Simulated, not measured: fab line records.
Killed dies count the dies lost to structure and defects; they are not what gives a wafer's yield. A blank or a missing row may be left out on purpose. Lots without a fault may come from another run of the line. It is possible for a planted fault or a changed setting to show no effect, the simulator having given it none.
Which tool is to blame? ; flow gf180mcu ; Sampling: 13 lots, 39 wafers, 6 of 602 route steps

## WHAT THE GAUGES READ, wafer by wafer
GF_STI_BOW_MEAS_00. Usual: INCOMING_BOW gives 0 um (standard deviation 7.6).
lot;measured;on;INCOMING_BOW (um);flag
L848;day 1 10:00;filmMetro-03;5 4 -11;
L849;day 1 15:00;filmMetro-02;9 -15 -16;
L850;day 1 20:00;filmMetro-01;-13 -1 2;
L851;day 2 01:01;filmMetro-02;-1 -6 -4;
L853;day 2 11:01;filmMetro-02;-1 -1 7;
L861;day 4 03:02;filmMetro-01;-17 15 -15;
L863;day 4 13:00;filmMetro-03;2 4 8;
L864;day 4 18:00;filmMetro-02;8 -8 -7;
L865;day 4 23:01;filmMetro-03;-5 1 -8;
L867;day 5 09:01;filmMetro-02;2 -11 2;
L869;day 5 19:00;filmMetro-01;0 -2 4;
L870;day 6 00:01;filmMetro-01;-7 1 -7;
L871;day 6 05:00;filmMetro-01;-5 -1 -5;

GF_NWELL_OVL_MEAS_07. Usual: NWELL_OVL gives 0.4 nm (standard deviation 1.5).
lot;measured;on;NWELL_OVL (nm);flag
L848;day 3 08:06;overlay-01;-1.1 -3.4 -1.4;
L849;day 3 12:38;overlay-01;-0.1 -1.9 0.1;
L850;day 3 17:35;overlay-01;2.3 1.5 -0.6;
L851;day 3 23:30;overlay-01;1.5 0.9 1.4;
L853;day 4 11:42;overlay-01;-1.5 -2.4 0.4;
L861;day 6 05:42;overlay-02;-3.6 -0.6 -1.0;
L863;day 6 17:26;overlay-02;-2.2 1.3 -0.9;
L864;day 6 22:53;overlay-01;-0.1 -0.7 1.1;
L865;day 7 04:00;overlay-02;1.3 1.0 -1.6;
L867;day 7 15:30;overlay-01;1.3 2.5 0.4;
L869;day 8 07:20;overlay-01;0.7 1.5 -0.6;
L870;day 8 09:33;overlay-02;2.5 0.7 0.3;
L871;day 8 15:08;overlay-02;0.6 1.7 0.5;

GF_MVSD_TW_MEAS_11. Usual: MVSD_TW gives 1578 (standard deviation 10).
lot;measured;on;MVSD_TW;flag
L848;day 4 09:59;filmMetro-03;1596 1592 1596;
L849;day 4 16:32;filmMetro-03;1584 1586 1594;
L850;day 4 22:20;filmMetro-03;1589 1585 1585;
L851;day 5 04:44;filmMetro-03;1580 1579 1571;
L853;day 5 17:05;filmMetro-04;1567 1574 1561;
L861;day 7 13:06;filmMetro-03;30 30 30;OFF
L863;day 8 02:23;filmMetro-03;1581 1587 1577;
L864;day 8 07:50;filmMetro-04;1571 1573 1571;
L865;day 8 12:26;filmMetro-03;1584 1588 1588;
L867;day 9 01:27;filmMetro-02;1579 1570 1578;
L869;day 9 18:02;filmMetro-04;1561 1560 1563;
L870;day 9 19:44;filmMetro-04;1563 1563 1571;
L871;day 10 02:17;filmMetro-02;1579 1570 1568;

GF_VT_IMPLANT_TW_MEAS_10. Usual: VT_IMPLANT_TW gives 562 (standard deviation 3.6).
lot;measured;on;VT_IMPLANT_TW;flag
L848;day 5 14:17;filmMetro-01;565 564 566;
L849;day 5 20:50;filmMetro-01;566 563 564;
L850;day 6 03:50;filmMetro-01;562 564 562;
L851;day 6 10:44;filmMetro-01;564 565 566;
L853;day 6 23:20;filmMetro-04;560 560 559;
L861;day 8 22:39;filmMetro-01;560 555 557;
L863;day 9 11:59;filmMetro-04;558 562 560;
L864;day 9 17:32;filmMetro-03;569 566 567;
L865;day 9 22:26;filmMetro-03;565 569 570;
L867;day 10 11:35;filmMetro-01;555 561 556;
L869;day 11 06:29;filmMetro-01;560 563 561;
L870;day 11 07:44;filmMetro-01;564 563 564;
L871;day 11 14:38;filmMetro-01;562 563 563;

## TOOL THAT RAN EACH LOT (tool first, then ch and the chambers of the sampled wafers, then the start)
lot;GF_LVPWELL_STRIP_10;GF_MVSD_STRIP_10
L848;plasmaAsher-03 ch 0,1, day 3 19:56;plasmaAsher-02 ch 0,1, day 4 09:53
L849;plasmaAsher-02 ch 0,1, day 4 02:26;plasmaAsher-04 ch 0,1, day 4 16:26
L850;plasmaAsher-03 ch 0,1, day 4 07:50;plasmaAsher-03 ch 0,1, day 4 22:14
L851;plasmaAsher-01 ch 0,1, day 4 14:17;plasmaAsher-02 ch 0,1, day 5 04:38
L853;plasmaAsher-02 ch 1, day 5 02:29;plasmaAsher-02 ch 0,1, day 5 16:59
L861;plasmaAsher-02 ch 0,1, day 6 21:25;plasmaAsher-03 ch 0,1, day 7 13:01
L863;plasmaAsher-01 ch 0, day 7 09:26;plasmaAsher-02 ch 0,1, day 8 02:17
L864;plasmaAsher-01 ch 0,1, day 7 15:14;plasmaAsher-03 ch 0,1, day 8 07:44
L865;plasmaAsher-03 ch 0,1, day 7 19:41;plasmaAsher-03 ch 0,1, day 8 12:20
L867;plasmaAsher-01 ch 0,1, day 8 08:17;plasmaAsher-04 ch 0,1, day 9 01:20
L869;plasmaAsher-02 ch 0,1, day 9 00:14;plasmaAsher-03 ch 0,1, day 9 17:56
L870;plasmaAsher-02 ch 0,1, day 9 02:53;plasmaAsher-03 ch 0,1, day 9 19:38
L871;plasmaAsher-01 ch 0,1, day 9 08:44;plasmaAsher-04 ch 0,1, day 10 02:11
- GF_LVPWELL_STRIP_10: strips in O2/N2.
- GF_MVSD_STRIP_10: strips in O2/N2.

## WHAT THE TOOLS THEMSELVES READ (means of the sampled wafers that have a number; where no wafer has one, the mark that the record gives instead)
GF_LVPWELL_STRIP_10. Usual: drypumpMotorCurrentA 6.38 A, standard deviation 0.26; heaterPowerW 349 W, standard deviation 28; n2FlowSccm 299.9 sccm, standard deviation 0.91; oesProductAu 0.722 a.u., standard deviation 0.0043; stripTimeToEndpointS 37.00 s, standard deviation 0.099.
lot;tool;drypumpMotorCurrentA (A);heaterPowerW (W);n2FlowSccm (sccm);oesProductAu (a.u.);stripTimeToEndpointS (s);flag
L848;plasmaAsher-03;6.05;324;299.9;0.723;37.01;
L849;plasmaAsher-02;6.26;343;301.4;0.724;36.99;
L850;plasmaAsher-03;6.04;320;300.0;0.723;36.97;
L851;plasmaAsher-01;6.53;359;299.9;0.721;36.98;
L853;plasmaAsher-02;6.66;376;300.8;0.722;37.08;
L861;plasmaAsher-02;6.26;337;300.0;0.949;-;OFF
L863;plasmaAsher-01;6.55;351;300.0;0.725;37.18;
L864;plasmaAsher-01;6.55;360;299.8;0.717;37.11;
L865;plasmaAsher-03;6.14;321;299.9;0.721;37.06;
L867;plasmaAsher-01;6.54;357;300.0;0.725;36.93;
L869;plasmaAsher-02;6.26;336;299.5;0.726;36.87;
L870;plasmaAsher-02;6.26;340;299.9;0.724;36.96;
L871;plasmaAsher-01;6.56;360;300.7;0.725;36.98;

GF_MVSD_STRIP_10. Usual: drypumpMotorCurrentA 6.22 A, standard deviation 0.24; heaterPowerW 344 W, standard deviation 32; n2FlowSccm 300.0 sccm, standard deviation 0.96; oesProductAu 0.723 a.u., standard deviation 0.0045; stripTimeToEndpointS 36.99 s, standard deviation 0.11.
lot;tool;drypumpMotorCurrentA (A);heaterPowerW (W);n2FlowSccm (sccm);oesProductAu (a.u.);stripTimeToEndpointS (s);flag
L848;plasmaAsher-02;6.25;339;299.3;0.722;37.00;
L849;plasmaAsher-04;6.30;379;298.7;0.724;37.04;
L850;plasmaAsher-03;6.14;310;300.2;0.728;36.87;
L851;plasmaAsher-02;6.45;353;299.4;0.727;37.11;
L853;plasmaAsher-02;6.45;353;299.6;0.724;37.04;
L861;plasmaAsher-03;6.04;344;299.8;0.727;55.75;OFF
L863;plasmaAsher-02;6.46;358;300.6;0.722;36.93;
L864;plasmaAsher-03;6.15;320;300.6;0.722;36.99;
L865;plasmaAsher-03;6.02;342;300.9;0.717;36.85;
L867;plasmaAsher-04;6.28;370;299.9;0.722;36.97;
L869;plasmaAsher-03;6.13;323;299.1;0.726;36.90;
L870;plasmaAsher-03;6.03;341;299.6;0.721;36.77;
L871;plasmaAsher-04;6.28;372;301.4;0.720;37.01;

## THE ANSWER, worked out from the rows above alone
Rule: lot off if the mean of its wafers having a number is beyond 3 standard deviations from the usual mean. A lot without any number at a reading at which 4 lots or more have one is off too. The other lots that the step has rows for count as sound. After the gauges, taken in route order, come the tools' own readings; for these a lot's mean is taken, as printed above. The first step at which some lot is off is used, and at that step the reading that is off furthest; a lot without a number counts as furthest.
Off: L861, seen at GF_MVSD_TW_MEAS_11 (MVSD_TW).
If a tool, at a process step before that reading, ran all the lots that are off and no sound lot after the first of them, it fits. The gauges at GF_MVSD_TW_MEAS_11 aren't tried: what is off there is off at GF_LVPWELL_STRIP_10 too, on other tools, and a gauge's error can't cause that. Not one of the candidates tried fits.

## WHAT HAD BEEN PUT IN BY THE SIMULATOR
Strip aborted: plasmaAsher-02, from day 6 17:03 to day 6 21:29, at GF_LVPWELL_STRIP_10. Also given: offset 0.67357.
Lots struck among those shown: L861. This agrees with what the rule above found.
